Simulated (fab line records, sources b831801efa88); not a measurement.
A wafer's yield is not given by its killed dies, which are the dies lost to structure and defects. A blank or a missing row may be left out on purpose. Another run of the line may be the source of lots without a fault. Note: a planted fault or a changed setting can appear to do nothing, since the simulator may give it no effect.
What tool caused it? / flow sky130 / 11 lots, 33 wafers sampled, at 2 steps of a route of 708

WHAT EACH GAUGE READ, for each wafer
SKY_SD_N_OVL_MEAS_08.
lot=L500; measured=day 28 09:22; on=overlay-01; SD_N_OVL (nm)=-0.9 -0.7 -1.2
lot=L502; measured=day 28 20:16; on=overlay-02; SD_N_OVL (nm)=-1.1 -1.6 -2.1
lot=L503; measured=day 30 19:26; on=overlay-01; SD_N_OVL (nm)=-1.5 -2.5 -2.1
lot=L504; measured=day 30 21:35; on=overlay-02; SD_N_OVL (nm)=1.9 1.1 0.7
lot=L507; measured=day 31 08:53; on=overlay-01; SD_N_OVL (nm)=-1.0 -1.2 -4.3
lot=L510; measured=day 31 23:16; on=overlay-01; SD_N_OVL (nm)=-2.2 -0.8 -3.4
lot=L516; measured=day 34 11:47; on=overlay-01; SD_N_OVL (nm)=-0.5 0.1 1.6
lot=L514; measured=day 34 12:49; on=overlay-02; SD_N_OVL (nm)=0.9 -0.5 1.4
lot=L517; measured=day 34 23:10; on=overlay-02; SD_N_OVL (nm)=0.8 0.3 0.3
lot=L518; measured=day 35 05:17; on=overlay-02; SD_N_OVL (nm)=0.8 1.4 0.7
lot=L519; measured=day 35 12:47; on=overlay-01; SD_N_OVL (nm)=-0.8 -0.5 -1.4

SKY_LI_CONTACT_BOW_MEAS_03.
lot=L500; measured=day 28 10:56; on=film_metro-02; LI_CONTACT_BOW (um)=64 57 57
lot=L502; measured=day 28 21:50; on=film_metro-04; LI_CONTACT_BOW (um)=57 48 46
lot=L503; measured=day 30 21:01; on=film_metro-04; LI_CONTACT_BOW (um)=44 62 64
lot=L504; measured=day 30 23:08; on=film_metro-02; LI_CONTACT_BOW (um)=65 53 55
lot=L507; measured=day 31 10:29; on=film_metro-03; LI_CONTACT_BOW (um)=46 60 53
lot=L510; measured=day 32 00:50; on=film_metro-04; LI_CONTACT_BOW (um)=51 61 58
lot=L516; measured=day 34 13:23; on=film_metro-03; LI_CONTACT_BOW (um)=57 51 48
lot=L514; measured=day 34 14:23; on=film_metro-02; LI_CONTACT_BOW (um)=61 50 66
lot=L517; measured=day 35 00:45; on=film_metro-02; LI_CONTACT_BOW (um)=57 53 55
lot=L518; measured=day 35 06:50; on=film_metro-04; LI_CONTACT_BOW (um)=53 54 39
lot=L519; measured=day 35 14:22; on=film_metro-03; LI_CONTACT_BOW (um)=55 54 53

EACH LOT AND THE TOOL THAT RAN IT (in order: tool; ch and the chambers of the sampled wafers; start)
The record holds no process step before these readings.

WHAT THE TOOLS THEMSELVES READ (means of the sampled wafers that have a number; where no wafer has one, the mark that the record gives instead)
The record holds no such reading with a usual standard deviation.

THE ANSWER, worked out from the rows above alone
Rule: the lots themselves supply what counts as usual. The widest of any qualifying gaps counts: lots, ordered by their means at a reading, are off when they make up no more than a third of the lots, leave a main group of 4 or more, and stand apart from it by 3 or more times the standard deviation of that group's means. If all means in a main group match to the digits the tables above print for the reading, that group is not used. A lot without any number at a reading at which 4 lots or more have one is off too. All remaining lots with rows at the step are treated as sound. After the gauges, taken in route order, come the tools' own readings; for these a lot's mean is taken, as printed above. At the first step where some lot is off, the reading lying furthest off is the one used; lots without a number count as furthest.
Across all readings shown, no lot is off: no conclusion can be drawn from this.

WHAT THE SIMULATOR HAD PUT IN
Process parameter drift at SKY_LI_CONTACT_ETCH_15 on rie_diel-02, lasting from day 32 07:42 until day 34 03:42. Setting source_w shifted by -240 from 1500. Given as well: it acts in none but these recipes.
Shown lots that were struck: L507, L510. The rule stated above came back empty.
